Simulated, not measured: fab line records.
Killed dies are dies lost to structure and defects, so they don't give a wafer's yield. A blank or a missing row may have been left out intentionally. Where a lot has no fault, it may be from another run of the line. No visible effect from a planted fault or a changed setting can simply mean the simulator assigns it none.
Which tool is to blame? + flow sfq-line + Sampling: 11 lots, 33 wafers, 6 of 325 route steps

WHAT THE GAUGES READ, wafer by wafer
SFQ_M2_RS_MEAS_914: the measuring method here is four-point-probe.
| lot  | measured     | on            | M2_NB_RS (ohm/sq) |
|------|--------------|---------------|-------------------|
| L907 | day 25 20:35 | film-metro-01 | 0.885 0.881 0.879 |
| L908 | day 25 22:19 | film-metro-01 | 0.887 0.898 0.880 |
| L911 | day 27 09:16 | film-metro-04 | 0.904 0.880 0.895 |
| L916 | day 29 04:45 | film-metro-03 | 0.886 0.871 1.067 |
| L918 | day 29 23:53 | film-metro-04 | 0.893 0.903 0.883 |
| L921 | day 31 07:47 | film-metro-03 | 0.911 0.897 0.907 |
| L923 | day 31 22:14 | film-metro-03 | 0.901 0.899 0.897 |
| L924 | day 32 05:22 | film-metro-03 | 0.895 0.905 0.907 |
| L925 | day 34 03:00 | film-metro-01 | 0.899 0.878 0.886 |
| L928 | day 40 01:04 | film-metro-03 | 0.895 0.902 0.889 |
| L929 | day 40 10:38 | film-metro-01 | 0.874 0.894 0.873 |

SFQ_M8_BOW_MEAS_951.
| lot  | measured     | on            | M8_BOW (um) |
|------|--------------|---------------|-------------|
| L907 | day 74 04:02 | film-metro-02 | 27 21 20    |
| L908 | day 77 23:55 | film-metro-02 | 7 5 6       |
| L911 | day 82 01:52 | film-metro-04 | 23 17 28    |
| L916 | day 89 06:27 | film-metro-01 | 15 18 10    |
| L918 | day 91 19:35 | film-metro-04 | -7 1 1      |
| L921 | day 92 09:07 | film-metro-04 | 10 10 22    |
| L923 | day 92 12:58 | film-metro-01 | 12 7 0      |
| L924 | day 92 15:22 | film-metro-02 | 7 -7 0      |
| L925 | day 92 17:21 | film-metro-04 | 6 1 15      |
| L928 | day 93 00:42 | film-metro-04 | 0 13 0      |
| L929 | day 93 01:52 | film-metro-04 | -1 -6 1     |

WHAT TOOL EACH LOT RAN ON (gives the tool, then ch and the chambers of the sampled wafers, and finally the start)
| lot  | SFQ_TRILAYER_M2_DEP_SPUTTER_055 | SFQ_TRILAYER_M2_ETCH_METAL_ETCH_060 | SFQ_TRILAYER_I7_DEP_PECVD_183   | SFQ_TRILAYER_I7_VIA_STRIP_STRIP_191 |
|------|---------------------------------|-------------------------------------|---------------------------------|-------------------------------------|
| L907 | pvd-sputter-04, day 25 20:26    | rie-metal-02 ch 0,1, day 32 06:49   | pecvd-02 ch 0,1,2, day 73 15:49 | rie-metal-01 ch 0,1, day 73 23:28   |
| L908 | pvd-sputter-03, day 25 22:14    | rie-metal-03 ch 0,1, day 32 10:22   | pecvd-02 ch 1,2, day 77 04:38   | rie-metal-04 ch 0, day 77 16:51     |
| L911 | pvd-sputter-06, day 27 09:10    | rie-metal-03 ch 0, day 33 21:10     | pecvd-02 ch 2, day 80 20:11     | rie-metal-04 ch 0,1, day 81 20:07   |
| L916 | pvd-sputter-06, day 29 04:36    | rie-metal-03 ch 0,1, day 35 22:47   | pecvd-02 ch 0,1, day 85 04:29   | rie-metal-03 ch 0,1, day 89 01:53   |
| L918 | pvd-sputter-03, day 29 23:48    | rie-metal-01 ch 0,1, day 36 15:33   | pecvd-01 ch 0,1, day 87 17:49   | rie-metal-03 ch 0,1, day 91 14:53   |
| L921 | pvd-sputter-03, day 31 07:40    | rie-metal-02 ch 0,1, day 38 03:15   | pecvd-04 ch 0,2, day 88 04:29   | rie-metal-03 ch 0, day 92 04:13     |
| L923 | pvd-sputter-04, day 31 22:09    | rie-metal-03 ch 0,1, day 38 13:15   | pecvd-04 ch 0,2, day 88 09:52   | rie-metal-03 ch 0,1, day 92 07:49   |
| L924 | pvd-sputter-03, day 32 05:16    | rie-metal-03 ch 0,1, day 38 22:51   | pecvd-01 ch 1,2, day 88 12:05   | rie-metal-04 ch 0,1, day 92 10:13   |
| L925 | pvd-sputter-03, day 34 02:52    | rie-metal-01 ch 0,1, day 40 07:17   | pecvd-04 ch 0,2, day 88 13:17   | rie-metal-03 ch 0,1, day 92 12:49   |
| L928 | pvd-sputter-04, day 40 00:56    | rie-metal-01 ch 0,1, day 45 23:23   | pecvd-01 ch 1,2, day 89 01:17   | rie-metal-01 ch 0, day 92 19:01     |
| L929 | pvd-sputter-04, day 40 10:32    | rie-metal-02 ch 0,1, day 46 08:57   | pecvd-04 ch 0,2, day 89 03:43   | rie-metal-04 ch 0,1, day 92 21:01   |
- SFQ_TRILAYER_M2_DEP_SPUTTER_055: material Nb, target thk 200 nm, time 133.3 s.
- SFQ_TRILAYER_M2_ETCH_METAL_ETCH_060: etches Nb in Cl2/Ar, stops on SiO2, target depth 240 nm, time 120 s.
- SFQ_TRILAYER_I7_DEP_PECVD_183: deposits SiO2 from SiH4/N2O, time 111.11 s, target thk 500 nm.
- SFQ_TRILAYER_I7_VIA_STRIP_STRIP_191: strips in O2.

AS READ BY THE TOOLS THEMSELVES (means over the sampled wafers that have a number; for cases with no such wafer, the mark the record gives instead)
SFQ_TRILAYER_M2_DEP_SPUTTER_055.
| lot  | tool           | chamber-pressure-pa (Pa) | throttle-valve-pct (%) |
|------|----------------|--------------------------|------------------------|
| L907 | pvd-sputter-04 | 0.13328                  | 28.4                   |
| L908 | pvd-sputter-03 | 0.13320                  | 29.1                   |
| L911 | pvd-sputter-06 | 0.13323                  | 30.3                   |
| L916 | pvd-sputter-06 | 0.13318                  | 30.5                   |
| L918 | pvd-sputter-03 | 0.13305                  | 29.3                   |
| L921 | pvd-sputter-03 | 0.13336                  | 30.2                   |
| L923 | pvd-sputter-04 | 0.13365                  | 30.1                   |
| L924 | pvd-sputter-03 | 0.13317                  | 29.5                   |
| L925 | pvd-sputter-03 | 0.13324                  | 30.0                   |
| L928 | pvd-sputter-04 | 0.13324                  | 30.1                   |
| L929 | pvd-sputter-04 | 0.13319                  | 28.3                   |

SFQ_TRILAYER_M2_ETCH_METAL_ETCH_060.
| lot  | tool         | bias-w (W) | drypump-motor-current-A (A) | oes-product-au (a.u.) |
|------|--------------|------------|-----------------------------|-----------------------|
| L907 | rie-metal-02 | 80.02      | 6.1                         | 0.901                 |
| L908 | rie-metal-03 | 80.08      | 5.7                         | 0.893                 |
| L911 | rie-metal-03 | 80.34      | 5.9                         | 0.891                 |
| L916 | rie-metal-03 | 80.05      | 5.4                         | 0.877                 |
| L918 | rie-metal-01 | 79.90      | 5.5                         | 0.889                 |
| L921 | rie-metal-02 | 80.22      | 5.8                         | 0.884                 |
| L923 | rie-metal-03 | 80.02      | 5.4                         | 0.890                 |
| L924 | rie-metal-03 | 79.84      | 5.7                         | 0.887                 |
| L925 | rie-metal-01 | 80.09      | 5.8                         | 0.897                 |
| L928 | rie-metal-01 | 80.05      | 5.5                         | 0.891                 |
| L929 | rie-metal-02 | 80.01      | 5.8                         | 0.903                 |

SFQ_TRILAYER_I7_DEP_PECVD_183.
| lot  | tool     | heater-power-w (W) | throttle-valve-pct (%) |
|------|----------|--------------------|------------------------|
| L907 | pecvd-02 | 70                 | 23.0                   |
| L908 | pecvd-02 | 65                 | 23.1                   |
| L911 | pecvd-02 | 62                 | 23.3                   |
| L916 | pecvd-02 | 69                 | 23.6                   |
| L918 | pecvd-01 | 72                 | 25.3                   |
| L921 | pecvd-04 | 70                 | 22.6                   |
| L923 | pecvd-04 | 73                 | 22.6                   |
| L924 | pecvd-01 | 78                 | 26.4                   |
| L925 | pecvd-04 | 66                 | 22.7                   |
| L928 | pecvd-01 | 79                 | 26.3                   |
| L929 | pecvd-04 | 69                 | 22.7                   |

SFQ_TRILAYER_I7_VIA_STRIP_STRIP_191.
| lot  | tool         | drypump-motor-current-A (A) | oes-product-au (a.u.) |
|------|--------------|-----------------------------|-----------------------|
| L907 | rie-metal-01 | 5.76                        | 0.995                 |
| L908 | rie-metal-04 | 5.41                        | 1.011                 |
| L911 | rie-metal-04 | 5.47                        | 1.000                 |
| L916 | rie-metal-03 | 5.68                        | 0.998                 |
| L918 | rie-metal-03 | 5.67                        | 1.002                 |
| L921 | rie-metal-03 | 5.92                        | 1.009                 |
| L923 | rie-metal-03 | 5.68                        | 1.008                 |
| L924 | rie-metal-04 | 5.46                        | 0.999                 |
| L925 | rie-metal-03 | 5.70                        | 0.997                 |
| L928 | rie-metal-01 | 5.27                        | 0.977                 |
| L929 | rie-metal-04 | 5.44                        | 1.003                 |

THE ANSWER, worked out from the rows above alone
Rule: usual is defined by the lots themselves. The widest of any qualifying gaps counts: lots, ordered by their means at a reading, are off when they make up no more than a third of the lots, leave a main group of 4 or more, and stand apart from it by 3 or more times the standard deviation of that group's means. If all means in a main group match to the digits the tables above print for the reading, that group is not used. A lot without any number at a reading at which 4 lots or more have one is off too. Any other lot the step has rows for is counted as sound. After the gauges, taken in route order, come the tools' own readings; for these a lot's mean is taken, as printed above. The first step at which some lot is off is used, and at that step the reading that is off furthest; a lot without a number counts as furthest.
Off: at SFQ_M2_RS_MEAS_914 (M2_NB_RS), L916. Mean 0.893 ohm/sq and standard deviation 0.0078 in the main group.
A tool fits if, at a process step before that reading, it ran every lot that is off, and no sound lot after the first of them. The gauges at SFQ_M2_RS_MEAS_914 are tried like those tools. One fits: SFQ_TRILAYER_M2_DEP_SPUTTER_055 on pvd-sputter-06. A fault onset in the window from L911 (day 27 09:10, its last sound lot) to L916 (day 29 04:36, its first lot off) fits.

WHAT THE SIMULATOR HAD PUT IN
Site profile drift: pvd-sputter-06, from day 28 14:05 on, at SFQ_TRILAYER_M2_DEP_SPUTTER_055. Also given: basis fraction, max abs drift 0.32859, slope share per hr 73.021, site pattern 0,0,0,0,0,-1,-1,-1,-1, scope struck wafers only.
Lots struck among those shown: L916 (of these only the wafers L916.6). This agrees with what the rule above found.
